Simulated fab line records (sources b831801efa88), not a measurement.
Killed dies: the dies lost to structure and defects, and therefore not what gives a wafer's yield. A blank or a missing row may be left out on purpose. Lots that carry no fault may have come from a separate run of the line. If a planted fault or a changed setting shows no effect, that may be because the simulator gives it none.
Which tool was responsible? | flow sky130 | 39 wafers from 13 lots sampled at 4 of the route's 708 steps

WHAT THE GAUGES SHOWED, per wafer
SKY_LDD_N_OVL_MEAS_07.
lot  | measured     | on         | LDD_N_OVL (nm)
L884 | day 17 12:00 | overlay-01 | -2.5 -1.4 -1.5
L885 | day 18 01:54 | overlay-02 | -0.6 1.0 -0.3
L886 | day 18 09:52 | overlay-01 | -2.7 -1.1 -1.9
L888 | day 19 07:51 | overlay-02 | 0.6 -1.5 1.0
L890 | day 19 20:04 | overlay-02 | -0.1 0.2 -2.2
L892 | day 20 18:57 | overlay-01 | 0.0 -0.8 -1.3
L893 | day 21 01:43 | overlay-02 | 0.4 -2.0 0.8
L894 | day 21 21:43 | overlay-01 | -1.1 -3.7 -0.8
L895 | day 22 00:47 | overlay-02 | 1.2 0.1 1.3
L902 | day 24 10:39 | overlay-02 | -3.4 -3.0 -2.7
L903 | day 24 16:44 | overlay-01 | -2.2 -2.0 -1.2
L905 | day 25 02:02 | overlay-02 | -2.1 -1.3 -0.8
L906 | day 25 10:21 | overlay-01 | -1.9 -1.7 1.2

SKY_LDD_HVP_TW_MEAS_10.
lot  | measured     | on           | LDD_HVP_TW
L884 | day 21 08:45 | filmMetro-01 | 470 472 468
L885 | day 21 23:41 | filmMetro-03 | 459 460 459
L886 | day 22 07:40 | filmMetro-04 | 451 450 450
L888 | day 23 06:34 | filmMetro-03 | 460 456 459
L890 | day 23 17:35 | filmMetro-04 | 455 452 452
L892 | day 24 15:30 | filmMetro-03 | 464 463 464
L893 | day 24 21:42 | filmMetro-04 | 449 450 449
L894 | day 25 16:38 | filmMetro-03 | 459 460 462
L895 | day 25 19:08 | filmMetro-01 | 470 471 470
L902 | day 28 04:07 | filmMetro-01 | 465 462 465
L903 | day 28 09:41 | filmMetro-03 | 462 462 460
L905 | day 28 19:49 | filmMetro-03 | 461 463 464
L906 | day 29 00:43 | filmMetro-03 | 457 460 459

SKY_POLY_CUT_CD_MEAS_08 targets a cd of 270 nm.
lot  | measured     | on       | cdNm (nm)
L884 | day 24 00:02 | cdSem-02 | 269.0 267.8 268.6
L885 | day 24 14:00 | cdSem-01 | 270.5 270.5 270.1
L886 | day 24 21:08 | cdSem-01 | 271.0 270.4 270.9
L888 | day 25 19:32 | cdSem-02 | 271.4 271.8 272.7
L890 | day 26 06:16 | cdSem-01 | 273.0 271.9 272.8
L892 | day 27 03:53 | cdSem-01 | 269.8 268.8 270.9
L893 | day 27 09:50 | cdSem-02 | 270.0 269.1 269.8
L894 | day 28 04:33 | cdSem-02 | 272.0 272.1 272.7
L895 | day 28 06:53 | cdSem-01 | 269.5 268.2 269.3
L902 | day 30 15:13 | cdSem-02 | 272.9 273.1 271.7
L903 | day 30 19:23 | cdSem-01 | 270.2 270.3 269.6
L905 | day 31 06:15 | cdSem-02 | 272.5 273.4 272.4
L906 | day 31 10:17 | cdSem-01 | 272.4 272.5 270.9

WHAT TOOL EACH LOT RAN ON (gives the tool, then ch and the chambers of the sampled wafers, and finally the start)
lot  | SKY_LDD_HVP_EXPOSE_04
L884 | ilineStepper-01 ch 0, day 20 17:35
L885 | ilineStepper-01 ch 0, day 21 07:34
L886 | ilineStepper-01 ch 0, day 21 16:31
L888 | ilineStepper-02 ch 0, day 22 14:31
L890 | ilineStepper-02 ch 0, day 23 03:15
L892 | ilineStepper-01 ch 0, day 24 00:20
L893 | ilineStepper-01 ch 0, day 24 06:58
L894 | ilineStepper-02 ch 0, day 25 01:32
L895 | ilineStepper-02 ch 0, day 25 03:47
L902 | ilineStepper-02 ch 0, day 27 13:49
L903 | ilineStepper-01 ch 0, day 27 18:57
L905 | ilineStepper-02 ch 0, day 28 05:28
L906 | ilineStepper-01 ch 0, day 28 11:07
- SKY_LDD_HVP_EXPOSE_04: exposes mask HVPTM, target cd 700 nm.

WHAT THE TOOLS THEMSELVES READ (means of the sampled wafers that have a number; where no wafer has one, the mark that the record gives instead)
The record holds no such reading with a usual standard deviation.

THE ANSWER, worked out from the rows above alone
Rule: what is usual is taken from the lots themselves. The widest of any qualifying gaps counts: lots, ordered by their means at a reading, are off when they make up no more than a third of the lots, leave a main group of 4 or more, and stand apart from it by 3 or more times the standard deviation of that group's means. If all means in a main group match to the digits the tables above print for the reading, that group is not used. A lot without any number at a reading at which 4 lots or more have one is off too. The other lots that the step has rows for count as sound. The gauges are gone through in route order, then the tools' own readings, and for those a lot's mean is taken as printed above. At the first step where some lot is off, the reading lying furthest off is the one used; lots without a number count as furthest.
Nothing can be told from this: no lot is off at any reading shown.

WHAT HAD BEEN PUT IN BY THE SIMULATOR
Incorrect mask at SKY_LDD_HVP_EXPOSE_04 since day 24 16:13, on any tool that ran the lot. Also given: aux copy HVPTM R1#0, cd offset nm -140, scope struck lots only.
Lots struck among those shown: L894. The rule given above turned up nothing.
